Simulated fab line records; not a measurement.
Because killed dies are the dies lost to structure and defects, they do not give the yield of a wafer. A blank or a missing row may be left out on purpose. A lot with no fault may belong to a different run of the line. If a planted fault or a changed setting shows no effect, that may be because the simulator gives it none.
Problem report in the 8D (eight disciplines) form, filled by code + flow sky130 + the parts of the form that need people (team, actions taken, sign-off) are left out

## 1. PROBLEM STATEMENT
Mean of killed_at_M0_to_M3 at SKY_PAD_OPEN_PROBE_99: 80 over 2 wafers from 1 lot, against 43 (standard deviation 5.9) on wafers with no fault. That puts it +6.3 standard deviations away from the usual mean.
Earliest sighting: wafer L930.3 on prober-01 at day 48 00:45. The record has a number at this step for 18 wafers belonging to 6 lots. Rule for "out" (also "out of limits"): further than 4 standard deviations from the usual mean. The other wafers with a number count as sound.

## 2. WHAT IT IS; WHAT IT IS NOT
| question                    | is                 | is not                                                                                                                  |
|-----------------------------|--------------------|-------------------------------------------------------------------------------------------------------------------------|
| which readings at this step | killed_at_M0_to_M3 | killed_at_M4_up, killed-at-contacts, killed-at-front-end, killed-at-other, killed-open, killed-short, sort_bin_6_memory |
| which lots                  | L930               | L927, L928, L939, L940, L942                                                                                            |
| which wafers of those lots  | L930.3, L930.5     | L930.4                                                                                                                  |
| read on which tools         | prober-01          | prober-02                                                                                                               |
| when                        | from day 48 00:45  | up to then (6 sound wafers); but 10 sound wafers of L930, L939, L940, L942 came after                                   |

## 3. SUSPECTS, AND WHAT RULES EACH OUT
Counting: a tool at a process step up to the reading stays a suspect if it ran every lot that is out. Sound lots after the first of them don't rule it out here, since some wafers of a struck lot are sound.
- pvd-sputter-01 at SKY_VIA1_SPUTTER_20 (material TiN, target thk 20 nm, time 80 s): kept. It ran the lot that is out, L930 (day 36 15:36); its last sound lot up to then is L928 (day 35 12:44).
- pvd-sputter-03 at SKY_METAL5_SPUTTER_03 (material Ti, target thk 5 nm, time 3.3 s): kept. It ran the lot that is out, L930 (day 45 08:32).
- rie-metal-01 at SKY_METAL5_DESCUM_14 (chemistry O2, time 11 s): kept. It ran the lot that is out, L930 (day 46 05:49).
- pecvd-03 at SKY_PASSIVATION_CVD_02 (deposits Si3N4, target thk 540 nm): kept. It ran the lot that is out, L930 (day 46 07:05).
- prober-01 at SKY_PAD_OPEN_PROBE_99: kept. It ran the lot that is out, L930 (day 48 00:45); its last sound lot up to then is L928 (day 46 21:47). On those wafers its own readings are out: killed_at_M0_to_M3.
- Within pecvd-03 at SKY_PASSIVATION_CVD_02, the wafers that are out were processed in chamber 1 and their sound lot-mates in chamber 2.
Left after counting: pvd-sputter-01 at SKY_VIA1_SPUTTER_20, pvd-sputter-03 at SKY_METAL5_SPUTTER_03, rie-metal-01 at SKY_METAL5_DESCUM_14, pecvd-03 at SKY_PASSIVATION_CVD_02, prober-01 at SKY_PAD_OPEN_PROBE_99.

## 4. THE CAUSE (what the simulator had put in)
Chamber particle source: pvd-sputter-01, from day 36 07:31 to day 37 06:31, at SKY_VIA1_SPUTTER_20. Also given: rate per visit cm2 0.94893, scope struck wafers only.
5 suspects survive the count, and this tool is in that group.

## 5. SEQUENCE OF EFFECTS, ordered by route
Each row: a reading whose mean over the struck wafers that have a number lies more than 3 standard deviations from the usual. Only readings for which the record gives a usual standard deviation are gone through. hours: the time from each lot's start at the first step in this table that gives one to its start at this step, as a median over the lots. sigmas: the change in usual standard deviations.
| hours | step                  | reading              | usual  | on struck wafers | change | sigmas |
|-------|-----------------------|----------------------|--------|------------------|--------|--------|
| 0     | SKY_PAD_OPEN_PROBE_99 | defect-limited-yield | 82.6 % | 75.7             | -6.9   | -3.6   |
| 0     | SKY_PAD_OPEN_PROBE_99 | killed_at_M0_to_M3   | 43     | 80               | +37    | +6.3   |
| 0     | SKY_PAD_OPEN_PROBE_99 | killed-dies          | 86     | 120              | +34    | +3.6   |
| 0     | SKY_PAD_OPEN_PROBE_99 | sort_bin_5_function  | 10.2 % | 14.9             | +4.7   | +3.4   |
| 0     | SKY_PAD_OPEN_PROBE_99 | sort-n-pass          | 406    | 372              | -34    | -3.6   |
| 0     | SKY_PAD_OPEN_PROBE_99 | sort-yield-pct       | 82.6 % | 75.7             | -6.9   | -3.6   |
Here are the process steps it includes:
- SKY_PAD_OPEN_PROBE_99

## 6. WHAT WOULD HAVE CAUGHT IT SOONER
First out-of-limits reading in this record: day 48 00:45, which is 281 hours after fault onset at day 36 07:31.
Tool readings at SKY_VIA1_SPUTTER_20 with a usual standard deviation given in the record: none out on any struck wafer, hence no alarm at a limit of 4 standard deviations on them.
Each of the lots that are out, 1 in all, had begun SKY_VIA1_SPUTTER_20 on pvd-sputter-01 no later than day 48 00:45. A hold on the tool at that time would have spared none of them.
